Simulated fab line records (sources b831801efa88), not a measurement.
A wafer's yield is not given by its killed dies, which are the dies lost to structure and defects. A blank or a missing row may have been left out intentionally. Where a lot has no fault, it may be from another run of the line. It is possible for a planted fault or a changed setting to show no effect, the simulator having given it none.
Which tool is to blame? -- flow gf180mcu -- 33 wafers from 11 lots sampled at 4 of the route's 602 steps

== WHAT THE GAUGES READ, wafer by wafer ==
GF_V3_THK_MEAS_03.
lot,measured,on,V3_CVD_02_THK (nm)
L825,day 21 13:22,filmMetro-03,857 855 869
L829,day 23 01:07,filmMetro-02,846 858 850
L830,day 23 12:21,filmMetro-03,847 857 863
L832,day 24 05:31,filmMetro-02,855 840 871
L836,day 25 13:34,filmMetro-04,865 863 860
L837,day 25 23:43,filmMetro-03,856 843 851
L838,day 26 08:21,filmMetro-03,830 840 844
L844,day 28 00:16,filmMetro-03,732 721 742 731 721 741
L846,day 28 13:55,filmMetro-04,714 719 736 714 720 735
L847,day 28 18:10,filmMetro-04,849 843 843
L848,day 29 08:33,filmMetro-02,854 868 858

== TOOL THAT RAN EACH LOT (tool first, then ch and the chambers of the sampled wafers, then the start) ==
lot,GF_V2_ETCH_17,GF_M3_METAL_ETCH_16,GF_V3_CVD_02
L825,"rieDiel-02 ch 0,1,3, day 21 12:31 or earlier","rieMetal-01 ch 0,1, day 21 12:31","pecvd-03 ch 0,2, day 21 13:18"
L829,"rieDiel-04 ch 0,2, day 23 00:08 or earlier","rieMetal-03 ch 0, day 23 00:08","pecvd-01 ch 1,2, day 23 01:03"
L830,"rieDiel-02 ch 1,2, day 23 11:29 or earlier","rieMetal-04 ch 0,1, day 23 11:29","pecvd-04 ch 0,2, day 23 12:17"
L832,"rieDiel-04 ch 0,2,3, day 24 04:39 or earlier","rieMetal-04 ch 0,1, day 24 04:39","pecvd-04 ch 0,2, day 24 05:27"
L836,"rieDiel-02 ch 0,1, day 25 12:42 or earlier","rieMetal-04 ch 1, day 25 12:42","pecvd-03 ch 0,1,2, day 25 13:29"
L837,"rieDiel-03 ch 0,3, day 25 22:51 or earlier","rieMetal-03 ch 0,1, day 25 22:51","pecvd-04 ch 0,1, day 25 23:38"
L838,"rieDiel-02 ch 0,1, day 26 07:29 or earlier","rieMetal-04 ch 0,1, day 26 07:29","pecvd-01 ch 0,1,2, day 26 08:17"
L844,"rieDiel-04 ch 0,1,2, day 27 23:23 or earlier","rieMetal-01 ch 0,1, day 27 23:23","pecvd-03 ch 1,2, day 28 00:11"
L846,"rieDiel-04 ch 1,2,3, day 28 12:58 or earlier","rieMetal-03 ch 0,1, day 28 12:58","pecvd-03 ch 1,2, day 28 13:51"
L847,"rieDiel-02 ch 0,1,2, day 28 17:10 or earlier","rieMetal-01 ch 0, day 28 17:10","pecvd-04 ch 0,1,2, day 28 18:05"
L848,"rieDiel-04 ch 0,1,3, day 29 07:32 or earlier","rieMetal-03 ch 0, day 29 07:32","pecvd-04 ch 0,2, day 29 08:29"
- GF_V2_ETCH_17: etches SiO2 in C4F8/O2/Ar, stops on TiN, target depth 630 nm.
- GF_M3_METAL_ETCH_16: etches the open film in Cl2/BCl3, stops on SiO2, target depth 750.8 nm, time 125.1 s.
- GF_V3_CVD_02: deposits SiO2 from TEOS, target thk 850 nm, time 94.851 s.

== THE ANSWER, worked out from the rows above alone ==
Rule: what is usual is taken from the lots themselves. The widest of any qualifying gaps counts: lots, ordered by their means at a reading, are off when they make up no more than a third of the lots, leave a main group of 4 or more, and stand apart from it by 3 or more times the standard deviation of that group's means. If all means in a main group match to the digits the tables above print for the reading, that group is not used. Also off: a lot with no number at a reading for which 4 or more lots have one. All remaining lots with rows at the step are treated as sound.
Off: L844, L846, at GF_V3_THK_MEAS_03 (V3_CVD_02_THK). For the main group the mean is 853 nm and the standard deviation 7.5.
A tool fits if, at a process step before that reading, it ran every lot that is off, and no sound lot after the first of them. Gauges at GF_V3_THK_MEAS_03: tried the same way as those tools. Because GF_V2_ETCH_17 lacks a start for some lots, the hours and order of its lots are taken from GF_M3_METAL_ETCH_16. One fits: GF_V3_CVD_02 on pecvd-03. A fault onset in the window from L836 (day 25 13:29, its last sound lot) to L844 (day 28 00:11, its first lot off) fits.

== WHAT HAD BEEN PUT IN BY THE SIMULATOR ==
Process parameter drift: pecvd-03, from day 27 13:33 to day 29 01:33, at GF_V3_CVD_02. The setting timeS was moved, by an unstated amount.
Lots struck among those shown: L844, L846. The same result came from the rule above.
